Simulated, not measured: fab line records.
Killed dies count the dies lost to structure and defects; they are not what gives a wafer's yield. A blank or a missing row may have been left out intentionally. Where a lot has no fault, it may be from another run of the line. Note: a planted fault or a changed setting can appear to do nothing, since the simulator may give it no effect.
Chamber matching / flow sky130 / SKY_FIELD_ISO_ETCH_17 on rie si-02 has 3 sister chambers
The step etches Si in HBr/Cl2/O2, target depth 342 nm, time 97.7 s. 6 wafers are shown with their chamber, then 3 later ones without.

EACH WAFER AND ITS CHAMBER
wafer=L887.4; chamber=1; drypump motor current A (A)=5.8; oes product au (a.u.)=1.030
wafer=L889.5; chamber=1; drypump motor current A (A)=5.9; oes product au (a.u.)=1.025
wafer=L892.4; chamber=2; drypump motor current A (A)=4.9; oes product au (a.u.)=0.995
wafer=L892.5; chamber=0; drypump motor current A (A)=5.4; oes product au (a.u.)=0.996
wafer=L898.1; chamber=2; drypump motor current A (A)=4.9; oes product au (a.u.)=0.994
wafer=L898.3; chamber=0; drypump motor current A (A)=5.4; oes product au (a.u.)=0.992

WAFERS WHOSE CHAMBER IS MISSING
wafer=L901.3; drypump motor current A (A)=5.8; oes product au (a.u.)=1.020
wafer=L901.4; drypump motor current A (A)=4.9; oes product au (a.u.)=0.982
wafer=L903.1; drypump motor current A (A)=4.9; oes product au (a.u.)=0.992

WHICH CHAMBER EACH ONE RAN IN
wafer=L901.3; from the rows above=1; in truth=1
wafer=L901.4; from the rows above=2; in truth=2
wafer=L903.1; from the rows above=2; in truth=2
3 of 3 placed correctly. From these rows, 0 cannot be placed. Wrongly placed: 0.
How it was worked out, from the rows above alone: a wafer's distance from a chamber is the root of the sum, over the readings, of the square of ((its reading less the chamber's mean) divided by the reading's scatter). The wafer belongs to the nearest chamber; if the next one is less than 2 further off, it can't be placed. A chamber's mean is the mean of its shown wafers. The scatter: take each reading less its chamber's mean, square it, sum over the shown wafers, divide by the number of wafers less the number of chambers, and take the root.
